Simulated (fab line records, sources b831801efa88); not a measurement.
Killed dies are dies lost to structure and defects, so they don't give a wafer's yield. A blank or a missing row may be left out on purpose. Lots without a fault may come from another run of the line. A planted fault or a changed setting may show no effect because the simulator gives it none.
Which tool did it? | flow sky130 | 6 lots, 18 wafers sampled, at 3 steps of a route of 708

WHAT THE GAUGES READ, wafer by wafer
SKY_PASSIVATION_THK_MEAS_01.
lot  | measured     | on            | PASSIVATION_CVD_00_THK (nm)
L257 | day 44 06:13 | film_metro-01 | 88.4 89.1 91.7
L262 | day 45 16:25 | film_metro-03 | 88.4 88.3 89.1
L265 | day 46 14:31 | film_metro-03 | 90.5 91.9 92.1
L270 | day 47 14:11 | film_metro-01 | 89.6 88.1 90.5
L272 | day 48 03:05 | film_metro-01 | 90.7 92.5 93.1
L277 | day 49 06:37 | film_metro-02 | 89.5 89.6 90.8

WHICH TOOL RAN EACH LOT (tool, then ch and the chambers of the sampled wafers, then the start)
lot  | SKY_DNWELL_STRIP_08                 | SKY_METAL5_SPUTTER_04
L257 | plasma_asher-02 ch 0,1, day 3 08:54 | pvd_sputter-02, day 43 07:21
L262 | plasma_asher-04 ch 1, day 4 12:29   | pvd_sputter-01, day 44 17:02
L265 | plasma_asher-02 ch 0, day 5 05:42   | pvd_sputter-03, day 45 17:28
L270 | plasma_asher-02 ch 0,1, day 6 09:15 | pvd_sputter-03, day 46 17:39
L272 | plasma_asher-01 ch 0,1, day 6 20:56 | pvd_sputter-03, day 47 06:52
L277 | plasma_asher-04 ch 0,1, day 7 21:59 | pvd_sputter-01, day 48 11:28
- SKY_DNWELL_STRIP_08: strips in O2/N2.
- SKY_METAL5_SPUTTER_04: material TiN, target thk 70 nm, time 58.3 s.

THE ANSWER, worked out from the rows above alone
Rule: what is usual is taken from the lots themselves. Put in order of their means at a reading, lots are off if they are a third of the lots or fewer, leave a main group of 4 or more, and stand apart from it by a gap of 3 or more times the standard deviation of the main group's means; of several such gaps the widest counts. A main group whose means are all the same, to the digits that the tables above print for the reading, isn't used. A lot without any number at a reading at which 4 lots or more have one is off too. The other lots that the step has rows for count as sound.
No lot is off at any reading shown: from this, nothing can be told.

WHAT THE SIMULATOR HAD PUT IN
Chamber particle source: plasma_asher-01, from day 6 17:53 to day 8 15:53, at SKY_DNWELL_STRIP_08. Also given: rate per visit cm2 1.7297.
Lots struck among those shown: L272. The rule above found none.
